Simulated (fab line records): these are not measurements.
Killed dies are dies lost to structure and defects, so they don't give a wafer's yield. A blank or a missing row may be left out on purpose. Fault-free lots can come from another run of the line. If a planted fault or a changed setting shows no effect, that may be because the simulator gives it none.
fab line records + flow sky130
[record]
- lots = 11
- wafers = 33
- last-day = 50
route steps=708 shown LDD_LDN@301 POLY_CUT@316 SD_P@329 SD_N@349 PAD_OPEN@708
lots untouched by any fault: they come from a run of this same line in which no faults occurred
start-h: hours from the record's first day to the start of the lot's first wafer shown + wait-h: hours since the lot's step before + " unchanged from the row above + L1.1+2: a single row standing in for several wafers + - no value, or no start given + * or withheld: withheld + < > ~ a bound
route shown NAME@n: a module of which the file shows steps, and the number in the route of the first + usual: mean/standard deviation taken from wafers without a fault + same: alike in all rows + chamber/n: place in a boat + sites: per-site readings + _std_site: how widely they spread, as a standard deviation + _edge_site: outer sites' mean less inner sites' + radius-mm: how far each site lies from the wafer's centre + mask NAME#n: copy n + behind: the most recent tool/chamber to have shaped the wafer + hold: the reason the lot was held/the length of the hold in hours/how it ended + device: names the non-switching transistor (n, p or np) + end of line: at the end of the route, the tests of the same wafers + a step given without rows: its recipe and nothing more + killed: count of dies lost to structure and defects at first sort (not the wafer's yield) + map: a wafer's dies, marking killed ones x, the rest . and places with no die _
set.NAME: the setting that was run; set.NAME@STEP: the one run at that earlier step + model.NAME: the simulator's own value behind a step, which no gauge read
a sample of lots followed through the steps of the route, with each step as a table and each wafer as a row
services: a tool's chamber out of use, with start hour (start-h, from the record's first day; less than 0 if before it), hours out, and reason
[[steps]]
[step SKY_LDD_LDN_STRIP_12]
[recipe]
- chemistry = O2/N2
- power-w = 1400
- pressure-mtorr = 1500
- platen-temp-c = withheld
- o2-flow-sccm = 3000
- n2-flow-sccm = 300
- overash-fraction = 0.5
[usual]
- drypump-motor-current-A = 5.67/0.29
- n2-flow-sccm = 300.0/1
- oes-product-au = 0.716/0.0041
- strip-time-to-endpoint-s = 14.21/0.034
| lot.wafer | tool            | chamber | start-h | wait-h | drypump-motor-current-A | n2-flow-sccm | oes-product-au | rf-hours-counter-h | strip-time-to-endpoint-s |
|-----------|-----------------|---------|---------|--------|-------------------------|--------------|----------------|--------------------|--------------------------|
| L596.1    | plasma-asher-03 | 1       | 544.85  | 0.1    | 5.74                    | 300.8        | 0.715          | 9                  | 14.14                    |
| L596.3    | "               | 1       | "       | "      | 5.73                    | 299.7        | 0.713          | -                  | 14.18                    |
| L596.5    | "               | 1       | "       | "      | 5.74                    | 301.0        | 0.715          | -                  | 14.15                    |
| L598.2    | plasma-asher-04 | 0       | 573.17  | 0.1    | 5.83                    | 301.2        | 0.714          | 83                 | 14.13                    |
| L598.4    | "               | 0       | "       | "      | 5.84                    | 299.7        | 0.714          | -                  | 14.14                    |
| L598.5    | "               | 1       | "       | "      | 6.14                    | 301.1        | 0.718          | -                  | 14.15                    |
| L601.2    | plasma-asher-03 | 0       | 586.22  | 0.1    | 5.60                    | 300.7        | 0.710          | 14                 | 14.18                    |
| L601.3    | "               | 0       | "       | "      | 5.61                    | 301.2        | 0.716          | -                  | 14.19                    |
| L601.5    | "               | 1       | "       | "      | 5.75                    | 300.4        | 0.715          | -                  | 14.19                    |
| L604.2    | plasma-asher-03 | 0       | 596.41  | 0.1    | 5.63                    | 299.2        | 0.714          | 15                 | 14.15                    |
| L604.3    | "               | 1       | "       | "      | 5.74                    | 301.2        | 0.714          | -                  | 14.16                    |
| L604.4    | "               | 0       | "       | "      | 5.62                    | 299.1        | 0.720          | -                  | 14.18                    |
| L605.3    | plasma-asher-04 | 1       | 604.78  | 0.1    | 6.13                    | 299.5        | 0.712          | -                  | 14.21                    |
| L605.4    | "               | 0       | "       | "      | 5.83                    | 300.0        | 0.718          | -                  | 14.14                    |
| L605.6    | "               | 0       | "       | "      | 5.80                    | 300.8        | 0.717          | -                  | 14.19                    |
| L606.1    | plasma-asher-03 | 1       | 616.40  | 0.1    | 5.75                    | 300.9        | 0.720          | 17                 | 14.19                    |
| L606.2    | "               | 0       | "       | "      | 5.63                    | 300.3        | 0.715          | 17                 | 14.22                    |
| L606.5    | "               | 1       | "       | "      | 5.74                    | 301.7        | 0.721          | -                  | 14.20                    |
| L608.2    | plasma-asher-04 | 0       | 629.70  | 0.1    | 5.83                    | 300.7        | 0.725          | 88                 | 14.29                    |
| L608.3    | "               | 0       | "       | "      | 5.82                    | 300.5        | 0.718          | -                  | 14.29                    |
| L608.5    | "               | 1       | "       | "      | 6.14                    | 300.1        | 0.712          | -                  | 14.21                    |
| L609.1    | plasma-asher-03 | 0       | 638.47  | 0.1    | 5.62                    | 300.7        | 0.718          | 19                 | 14.26                    |
| L609.2    | "               | 1       | "       | "      | 5.74                    | 299.4        | 0.717          | 19                 | 14.28                    |
| L609.4    | "               | 1       | "       | "      | 5.74                    | 298.8        | 0.713          | -                  | 14.30                    |
| L611.1    | plasma-asher-01 | 1       | 654.91  | 0.1    | 5.09                    | 299.5        | 0.718          | 90                 | 14.19                    |
| L611.2    | "               | 0       | "       | "      | 5.70                    | 302.5        | 0.715          | 90                 | 14.20                    |
| L611.4    | "               | 1       | "       | "      | 5.11                    | 298.6        | 0.711          | -                  | 14.20                    |
| L617.2    | plasma-asher-04 | 0       | 707.51  | 0.1    | 5.83                    | 300.8        | 0.723          | 96                 | 14.17                    |
| L617.4    | "               | 0       | "       | "      | 5.80                    | 299.4        | 0.714          | -                  | 14.18                    |
| L617.5    | "               | 1       | "       | "      | 6.15                    | 300.9        | 0.719          | -                  | 14.14                    |
| L618.1    | plasma-asher-03 | 1       | 713.27  | 0.1    | 5.73                    | 300.9        | 0.714          | 26                 | 14.18                    |
| L618.5    | "               | 0       | "       | "      | 5.61                    | 300.0        | 0.725          | -                  | 14.23                    |
| L618.6    | "               | 1       | "       | "      | 5.74                    | 298.9        | 0.711          | -                  | 14.23                    |
[step SKY_POLY_CUT_OVL_MEAS_09]
[usual]
- POLY_CUT_OVL = 0/7.4
| lot.wafer | tool       | chamber | start-h | wait-h | POLY_CUT_OVL[nm] |
|-----------|------------|---------|---------|--------|------------------|
| L596.1    | overlay-01 | -       | 576.44  | 0.1    | -2               |
| L596.3    | "          | -       | "       | "      | -1               |
| L596.5    | "          | -       | "       | "      | -4               |
| L598.2    | overlay-01 | -       | 605.06  | 0.1    | 7                |
| L598.4    | "          | -       | "       | "      | 8                |
| L598.5    | "          | -       | "       | "      | 4                |
| L601.2    | overlay-02 | -       | 617.35  | 0.1    | 7                |
| L601.3    | "          | -       | "       | "      | 2                |
| L601.5    | "          | -       | "       | "      | 1                |
| L604.2    | overlay-01 | -       | 627.75  | 0.1    | 4                |
| L604.3    | "          | -       | "       | "      | 10               |
| L604.4    | "          | -       | "       | "      | 5                |
| L605.3    | overlay-01 | -       | 635.71  | 0.1    | 2                |
| L605.4    | "          | -       | "       | "      | -4               |
| L605.6    | "          | -       | "       | "      | -1               |
| L606.1    | overlay-02 | -       | 646.74  | 0.1    | 1                |
| L606.2    | "          | -       | "       | "      | 2                |
| L606.5    | "          | -       | "       | "      | -5               |
| L608.2    | overlay-01 | -       | 660.11  | 0.1    | -8               |
| L608.3    | "          | -       | "       | "      | -8               |
| L608.5    | "          | -       | "       | "      | -9               |
| L609.1    | overlay-01 | -       | 668.55  | 0.1    | 14               |
| L609.2    | "          | -       | "       | "      | 5                |
| L609.4    | "          | -       | "       | "      | -3               |
| L611.1    | overlay-02 | -       | 708.80  | 0.1    | 2                |
| L611.2    | "          | -       | "       | "      | 7                |
| L611.4    | "          | -       | "       | "      | 11               |
| L617.2    | overlay-01 | -       | 736.41  | 0.1    | 10               |
| L617.4    | "          | -       | "       | "      | 15               |
| L617.5    | "          | -       | "       | "      | 3                |
| L618.1    | overlay-02 | -       | 742.29  | 0.1    | 3                |
| L618.5    | "          | -       | "       | "      | 8                |
| L618.6    | "          | -       | "       | "      | -2               |
[step SKY_SD_P_IMPLANT_09]
[recipe]
- species = BF2
- energy-kev = 19.78
- dose-cm2 = 3e+15
- tilt-deg = 0
| lot.wafer  | tool         | chamber | start-h | wait-h |
|------------|--------------|---------|---------|--------|
| L596.1+3+5 | implanter-01 | 0       | 605.22  | 0.0    |
| L598.2+4+5 | implanter-01 | 0       | 633.95  | 0.0    |
| L601.2+3+5 | implanter-02 | 0       | 646.45  | 0.0    |
| L604.2+3+4 | implanter-02 | 0       | 656.05  | 0.0    |
| L605.3+4+6 | implanter-04 | 0       | 664.94  | 0.1    |
| L606.1+2+5 | implanter-01 | 0       | 674.77  | 0.0    |
| L606.1+2+5 | implanter-01 | 0       | 675.09  | 0.3    |
| L608.2+3+5 | implanter-02 | 0       | 686.53  | 0.0    |
| L609.1+2+4 | implanter-01 | 0       | 693.72  | 0.0    |
| L609.1+2+4 | implanter-01 | 0       | 694.04  | 0.3    |
| L611.1+2+4 | implanter-04 | 0       | 736.92  | 0.0    |
| L617.2+4+5 | implanter-01 | 0       | 763.23  | 0.0    |
| L617.2+4+5 | implanter-01 | 0       | 763.55  | 0.3    |
| L618.1+5+6 | implanter-02 | 0       | 769.07  | 0.0    |
[step SKY_SD_P_STRIP_10]
[recipe]
- chemistry = O2/N2
- power-w = 1400
- pressure-mtorr = 1500
- platen-temp-c = withheld
- o2-flow-sccm = 3000
- n2-flow-sccm = 300
- overash-fraction = 0.5
[usual]
- drypump-motor-current-A = 5.66/0.18
- n2-flow-sccm = 300.1/0.91
- oes-product-au = 0.619/0.005
- strip-time-to-endpoint-s = 17.49/0.04
| lot.wafer | tool            | chamber | start-h | wait-h | drypump-motor-current-A | n2-flow-sccm | oes-product-au | rf-hours-counter-h | strip-time-to-endpoint-s |
|-----------|-----------------|---------|---------|--------|-------------------------|--------------|----------------|--------------------|--------------------------|
| L596.1    | plasma-asher-02 | 0       | 605.37  | 0.1    | 5.58                    | 299.2        | 0.620          | 45                 | 17.52                    |
| L596.3    | "               | 1       | "       | "      | 5.83                    | 299.7        | 0.622          | -                  | 17.49                    |
| L596.5    | "               | 1       | "       | "      | 5.80                    | 300.7        | 0.615          | -                  | 17.46                    |
| L598.2    | plasma-asher-02 | 1       | 634.07  | 0.1    | 5.83                    | 300.4        | 0.623          | 48                 | 17.49                    |
| L598.4    | "               | 1       | "       | "      | 5.84                    | 299.3        | 0.620          | -                  | 17.52                    |
| L598.5    | "               | 0       | "       | "      | 5.60                    | 299.3        | 0.622          | -                  | 17.51                    |
| L601.2    | plasma-asher-03 | 1       | 646.57  | 0.1    | 5.74                    | 299.0        | 0.612          | 20                 | 17.47                    |
| L601.3    | "               | 0       | "       | "      | 5.63                    | 301.2        | 0.615          | -                  | 17.49                    |
| L601.5    | "               | 0       | "       | "      | 5.62                    | 299.4        | 0.620          | -                  | 17.49                    |
| L604.2    | plasma-asher-02 | 1       | 656.17  | 0.1    | 5.89                    | 299.5        | 0.626          | 50                 | 17.47                    |
| L604.3    | "               | 0       | "       | "      | 5.57                    | 300.9        | 0.617          | -                  | 17.49                    |
| L604.4    | "               | 1       | "       | "      | 5.87                    | 300.2        | 0.616          | -                  | 17.56                    |
| L605.3    | plasma-asher-03 | 1       | 665.07  | 0.1    | 5.74                    | 301.9        | 0.624          | -                  | 17.49                    |
| L605.4    | "               | 0       | "       | "      | 5.62                    | 300.7        | 0.626          | -                  | 17.54                    |
| L605.6    | "               | 0       | "       | "      | 5.61                    | 300.9        | 0.619          | -                  | 17.51                    |
| L606.1    | plasma-asher-02 | 0       | 675.24  | 0.1    | 5.53                    | 299.8        | 0.595          | 52                 | 18.94                    |
| L606.2    | "               | 1       | "       | "      | 5.84                    | 300.1        | 0.590          | 52                 | 18.92                    |
| L606.5    | "               | 0       | "       | "      | 5.53                    | 299.8        | 0.587          | -                  | 18.94                    |
| L608.2    | plasma-asher-03 | 1       | 686.66  | 0.1    | 5.74                    | 300.2        | 0.614          | 24                 | 17.42                    |
| L608.3    | "               | 1       | "       | "      | 5.74                    | 299.7        | 0.612          | -                  | 17.45                    |
| L608.5    | "               | 0       | "       | "      | 5.62                    | 301.8        | 0.616          | -                  | 17.40                    |
| L609.1    | plasma-asher-02 | 1       | 694.19  | 0.1    | 5.86                    | 300.1        | 0.586          | 54                 | 18.97                    |
| L609.2    | "               | 0       | "       | "      | 5.56                    | 298.5        | 0.584          | 54                 | 18.98                    |
| L609.4    | "               | 1       | "       | "      | 5.86                    | 302.6        | 0.583          | -                  | 18.95                    |
| L611.1    | plasma-asher-03 | 0       | 737.07  | 0.1    | 5.62                    | 300.2        | 0.616          | 29                 | 17.45                    |
| L611.2    | "               | 1       | "       | "      | 5.73                    | 300.8        | 0.620          | 29                 | 17.46                    |
| L611.4    | "               | 0       | "       | "      | 5.63                    | 299.9        | 0.617          | -                  | 17.50                    |
| L617.2    | plasma-asher-02 | 1       | 763.67  | 0.1    | 5.86                    | 299.5        | 0.583          | 60                 | 18.95                    |
| L617.4    | "               | 0       | "       | "      | 5.56                    | 299.4        | 0.592          | -                  | 18.91                    |
| L617.5    | "               | 0       | "       | "      | 5.57                    | 300.0        | 0.589          | -                  | 18.89                    |
| L618.1    | plasma-asher-03 | 1       | 769.22  | 0.1    | 5.76                    | 299.9        | 0.622          | 32                 | 17.44                    |
| L618.5    | "               | 0       | "       | "      | 5.62                    | 298.5        | 0.621          | -                  | 17.47                    |
| L618.6    | "               | 1       | "       | "      | 5.74                    | 301.0        | 0.615          | -                  | 17.51                    |
[step SKY_SD_P_TW_MEAS_11]
[usual]
- SD_P_TW = 2805/27
| lot.wafer | tool          | chamber | start-h | wait-h | SD_P_TW |
|-----------|---------------|---------|---------|--------|---------|
| L596.1    | film-metro-01 | -       | 605.47  | 0.1    | 2783    |
| L596.3    | "             | -       | "       | "      | 2777    |
| L596.5    | "             | -       | "       | "      | 2792    |
| L598.2    | film-metro-01 | -       | 634.18  | 0.1    | 2763    |
| L598.4    | "             | -       | "       | "      | 2772    |
| L598.5    | "             | -       | "       | "      | 2782    |
| L601.2    | film-metro-01 | -       | 646.68  | 0.1    | 2797    |
| L601.3    | "             | -       | "       | "      | 2779    |
| L601.5    | "             | -       | "       | "      | 2777    |
| L604.2    | film-metro-02 | -       | 656.28  | 0.1    | 2859    |
| L604.3    | "             | -       | "       | "      | 2844    |
| L604.4    | "             | -       | "       | "      | 2838    |
| L605.3    | film-metro-02 | -       | 665.16  | 0.1    | 2853    |
| L605.4    | "             | -       | "       | "      | 2840    |
| L605.6    | "             | -       | "       | "      | 2846    |
| L606.1    | film-metro-01 | -       | 675.34  | 0.1    | 3082    |
| L606.2    | "             | -       | "       | "      | 3077    |
| L606.5    | "             | -       | "       | "      | 3085    |
| L606.1    | film-metro-01 | -       | 675.57  | 0.2    | 3075    |
| L606.2    | "             | -       | "       | "      | 3087    |
| L606.5    | "             | -       | "       | "      | 3068    |
| L608.2    | film-metro-01 | -       | 686.77  | 0.1    | 2780    |
| L608.3    | "             | -       | "       | "      | 2787    |
| L608.5    | "             | -       | "       | "      | 2798    |
| L609.1    | film-metro-04 | -       | 694.29  | 0.1    | 3097    |
| L609.2    | "             | -       | "       | "      | 3093    |
| L609.4    | "             | -       | "       | "      | 3091    |
| L609.1    | film-metro-04 | -       | 694.51  | 0.2    | 3100    |
| L609.2    | "             | -       | "       | "      | 3095    |
| L609.4    | "             | -       | "       | "      | 3101    |
| L611.1    | film-metro-04 | -       | 737.17  | 0.1    | 2801    |
| L611.2    | "             | -       | "       | "      | 2805    |
| L611.4    | "             | -       | "       | "      | 2793    |
| L617.2    | film-metro-01 | -       | 763.78  | 0.1    | 3067    |
| L617.4    | "             | -       | "       | "      | 3060    |
| L617.5    | "             | -       | "       | "      | 3083    |
| L617.2    | film-metro-01 | -       | 764.01  | 0.2    | 3075    |
| L617.4    | "             | -       | "       | "      | 3069    |
| L617.5    | "             | -       | "       | "      | 3081    |
| L618.1    | film-metro-01 | -       | 769.32  | 0.1    | 2778    |
| L618.5    | "             | -       | "       | "      | 2768    |
| L618.6    | "             | -       | "       | "      | 2794    |
[step SKY_SD_N_CD_MEAS_07]
[recipe]
- target-cd-nm = 380
[usual]
- cd-nm = 380.2/2.6
| lot.wafer | tool      | chamber | start-h | wait-h | cd-nm |
|-----------|-----------|---------|---------|--------|-------|
| L596.1    | cd-sem-02 | -       | 663.68  | 0.1    | 382.0 |
| L596.3    | "         | -       | "       | "      | 380.4 |
| L596.5    | "         | -       | "       | "      | 382.1 |
| L598.2    | cd-sem-02 | -       | 689.95  | 0.2    | 381.9 |
| L598.4    | "         | -       | "       | "      | 381.5 |
| L598.5    | "         | -       | "       | "      | 380.9 |
| L601.2    | cd-sem-02 | -       | 702.05  | 0.1    | 378.6 |
| L601.3    | "         | -       | "       | "      | 375.6 |
| L601.5    | "         | -       | "       | "      | 379.1 |
| L604.2    | cd-sem-01 | -       | 712.35  | 0.1    | 380.1 |
| L604.3    | "         | -       | "       | "      | 379.0 |
| L604.4    | "         | -       | "       | "      | 377.1 |
| L605.3    | cd-sem-01 | -       | 719.56  | 0.1    | 380.6 |
| L605.4    | "         | -       | "       | "      | 378.7 |
| L605.6    | "         | -       | "       | "      | 375.6 |
| L606.1    | cd-sem-02 | -       | 730.68  | 0.1    | 379.4 |
| L606.2    | "         | -       | "       | "      | 377.5 |
| L606.5    | "         | -       | "       | "      | 380.3 |
| L608.2    | cd-sem-01 | -       | 742.30  | 0.1    | 376.8 |
| L608.3    | "         | -       | "       | "      | 379.0 |
| L608.5    | "         | -       | "       | "      | 374.0 |
| L609.1    | cd-sem-01 | -       | 749.68  | 0.1    | 382.0 |
| L609.2    | "         | -       | "       | "      | 380.8 |
| L609.4    | "         | -       | "       | "      | 380.3 |
| L611.1    | cd-sem-02 | -       | 790.72  | 0.1    | 384.1 |
| L611.2    | "         | -       | "       | "      | 385.3 |
| L611.4    | "         | -       | "       | "      | 384.4 |
| L617.2    | cd-sem-02 | -       | 816.70  | 0.1    | 384.8 |
| L617.4    | "         | -       | "       | "      | 383.4 |
| L617.5    | "         | -       | "       | "      | 381.6 |
| L618.1    | cd-sem-02 | -       | 822.42  | 0.1    | 383.4 |
| L618.5    | "         | -       | "       | "      | 385.0 |
| L618.6    | "         | -       | "       | "      | 386.0 |
[step SKY_SD_N_RS_MEAS_17]
[recipe]
- thk-meas-gauge = four-point-probe
[usual]
- SD_P_RS = 147.9/0.35
| lot.wafer | tool          | chamber | start-h | wait-h | SD_P_RS[ohm/sq] |
|-----------|---------------|---------|---------|--------|-----------------|
| L596.1    | film-metro-04 | -       | 664.64  | 0.1    | 147.5           |
| L596.3    | "             | -       | "       | "      | 147.7           |
| L596.5    | "             | -       | "       | "      | 147.4           |
| L598.2    | film-metro-04 | -       | 690.91  | 0.1    | 148.0           |
| L598.4    | "             | -       | "       | "      | 147.7           |
| L598.5    | "             | -       | "       | "      | 148.2           |
| L601.2    | film-metro-04 | -       | 703.01  | 0.1    | 147.5           |
| L601.3    | "             | -       | "       | "      | 148.0           |
| L601.5    | "             | -       | "       | "      | 147.2           |
| L604.2    | film-metro-01 | -       | 713.32  | 0.1    | 147.5           |
| L604.3    | "             | -       | "       | "      | 147.9           |
| L604.4    | "             | -       | "       | "      | 148.0           |
| L605.3    | film-metro-02 | -       | 720.52  | 0.1    | 147.0           |
| L605.4    | "             | -       | "       | "      | 147.3           |
| L605.6    | "             | -       | "       | "      | 147.1           |
| L606.1    | film-metro-01 | -       | 731.64  | 0.1    | 138.9           |
| L606.2    | "             | -       | "       | "      | 138.6           |
| L606.5    | "             | -       | "       | "      | 139.0           |
| L606.1    | film-metro-01 | -       | 731.93  | 0.3    | 139.0           |
| L606.2    | "             | -       | "       | "      | 138.7           |
| L606.5    | "             | -       | "       | "      | 138.9           |
| L608.2    | film-metro-04 | -       | 743.26  | 0.1    | 147.5           |
| L608.3    | "             | -       | "       | "      | 147.6           |
| L608.5    | "             | -       | "       | "      | 147.4           |
| L609.1    | film-metro-04 | -       | 750.65  | 0.1    | 138.7           |
| L609.2    | "             | -       | "       | "      | 139.1           |
| L609.4    | "             | -       | "       | "      | 138.6           |
| L609.1    | film-metro-04 | -       | 750.94  | 0.3    | 138.7           |
| L609.2    | "             | -       | "       | "      | 138.9           |
| L609.4    | "             | -       | "       | "      | 138.9           |
| L611.1    | film-metro-01 | -       | 791.68  | 0.1    | 148.4           |
| L611.2    | "             | -       | "       | "      | 148.2           |
| L611.4    | "             | -       | "       | "      | 147.9           |
| L617.2    | film-metro-04 | -       | 817.66  | 0.1    | 138.6           |
| L617.4    | "             | -       | "       | "      | 138.1           |
| L617.5    | "             | -       | "       | "      | 138.6           |
| L617.2    | film-metro-04 | -       | 817.95  | 0.3    | 138.3           |
| L617.4    | "             | -       | "       | "      | 138.1           |
| L617.5    | "             | -       | "       | "      | 138.5           |
| L618.1    | film-metro-01 | -       | 823.38  | 0.1    | 148.1           |
| L618.5    | "             | -       | "       | "      | 147.8           |
| L618.6    | "             | -       | "       | "      | 148.2           |
[step SKY_PAD_OPEN_PROBE_99]
[usual]
- killed_at_M0_to_M3 = 44/7.3
- killed_at_M4_up = 3.4/1.7
- killed-at-contacts = 24/5.3
- killed-at-front-end = 15/4.1
- killed-at-other = 0.4/0.68
- killed-dies = 87/9.5
- killed-open = 48/7.1
- killed-short = 39/5.8
[same]
- gross-dies = 492
- killed-at-back-side = 0
| lot.wafer | tool      | chamber | start-h | wait-h | killed_at_M0_to_M3 | killed_at_M4_up | killed-at-contacts | killed-at-front-end | killed-at-other | killed-dies | killed-open | killed-short |
|-----------|-----------|---------|---------|--------|--------------------|-----------------|--------------------|---------------------|-----------------|-------------|-------------|--------------|
| L611.1    | prober-01 | -       | 1175.14 | 0.1    | 46                 | 5               | 27                 | 17                  | 0               | 95          | 49          | 44           |
| L611.2    | prober-01 | -       | 1175.19 | 0.1    | 40                 | 4               | 27                 | 13                  | 0               | 84          | 48          | 35           |
| L611.4    | prober-01 | -       | 1175.29 | 0.2    | 53                 | 3               | 24                 | 15                  | 0               | 95          | 52          | 43           |
// killed by level:class
L611.1 CONTACT:geometric-particle:open=10 LI_CONTACT:geometric-particle:open=9 VIA1:geometric-particle:open=9 METAL1:geometric-particle:short=8 VIA3:geometric-particle:open=7 VIA2:geometric-particle:open=6 LOCAL_INTERCONNECT:geometric-particle:short=5 POLY_GATE:geometric-particle:short=4
L611.2 CONTACT:geometric-particle:open=9 VIA1:geometric-particle:open=9 LI_CONTACT:geometric-particle:open=7 METAL1:geometric-particle:open=5 METAL1:geometric-particle:short=5 LI_CONTACT:geometric-particle:short=4 VIA3:geometric-particle:open=4 FIELD_ISO:geometric-particle:open=3
L611.4 VIA1:geometric-particle:open=13 VIA2:geometric-particle:open=11 POLY_GATE:geometric-particle:open=6 CONTACT:geometric-particle:open=6 LI_CONTACT:geometric-particle:open=6 VIA1:geometric-particle:short=6 LI_CONTACT:geometric-particle:short=5 METAL1:geometric-particle:short=5
[[services]]
| tool            | chamber | start-h | hours | kind       |
|-----------------|---------|---------|-------|------------|
| plasma-asher-04 | -       | 523.82  | 28.1  | pm         |
| implanter-02    | -       | 526.93  | 1.8   | repair     |
| implanter-02    | -       | 528.41  | 5.1   | repair     |
| implanter-01    | -       | 567.26  | 1.8   | repair     |
| plasma-asher-03 | -       | 596.98  | 0.6   | repair     |
| plasma-asher-04 | -       | 597.59  | 2.8   | pm         |
| implanter-01    | -       | 612.00  | 1.6   | repair     |
| plasma-asher-01 | -       | 629.95  | 2.7   | repair     |
| plasma-asher-03 | -       | 651.58  | 1.5   | repair     |
| plasma-asher-02 | -       | 720.21  | 6.1   | repair     |
| implanter-02    | -       | 720.25  | 5.7   | repair     |
| plasma-asher-04 | -       | 733.75  | 9.0   | pm         |
| plasma-asher-04 | 0       | 733.75  | 9.0   | vent-cycle |
| plasma-asher-04 | 1       | 733.75  | 9.0   | vent-cycle |
| plasma-asher-04 | 0       | 742.75  | -     | clean      |
| plasma-asher-04 | 1       | 742.75  | -     | clean      |
| plasma-asher-04 | -       | 755.77  | 4.2   | repair     |
[[key]]
[first-sign]
- step = SKY_SD_P_IMPLANT_09
- reading = visit
- direction = added
[effect]
- step = SKY_SD_P_STRIP_10
- reading = strip-time-to-endpoint-s
- direction = up
- sigmas = 36
- usual = *
- struck = *
[effect]
- step = SKY_SD_P_TW_MEAS_11
- reading = visit
- direction = added
[effect]
- step = SKY_SD_P_TW_MEAS_11
- reading = SD_P_TW
- direction = up
- sigmas = 10
- usual = 2805
- struck = 3082
[effect]
- step = SKY_SD_N_RS_MEAS_17
- reading = SD_P_RS
- direction = down
- sigmas = 26
- usual = 147.9
- struck = 138.7
met-at SKY_SD_P_IMPLANT_09
struck-lots L606,L609,L617
tester-left-out L606,L609,L617
not-acting-at SKY_LDD_LDN_STRIP_12,SKY_POLY_CUT_OVL_MEAS_09,SKY_SD_N_CD_MEAS_07
[fault]
- kind = repeated-step-whole
- tool = implanter-01,implanter-02,implanter-04
- chamber = -
- onset-h = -
- steps = SKY_SD_P_IMPLANT_09
- times = 1
- scope = struck-lots-only
// tester-left-out: of these lots the tester's yield and bins aren't shown, on N5 and GAA mostly nor the transistor test; their killed dies are dies lost to structure and defects alone, not to doping, threshold or leakage, so they don't give the yield
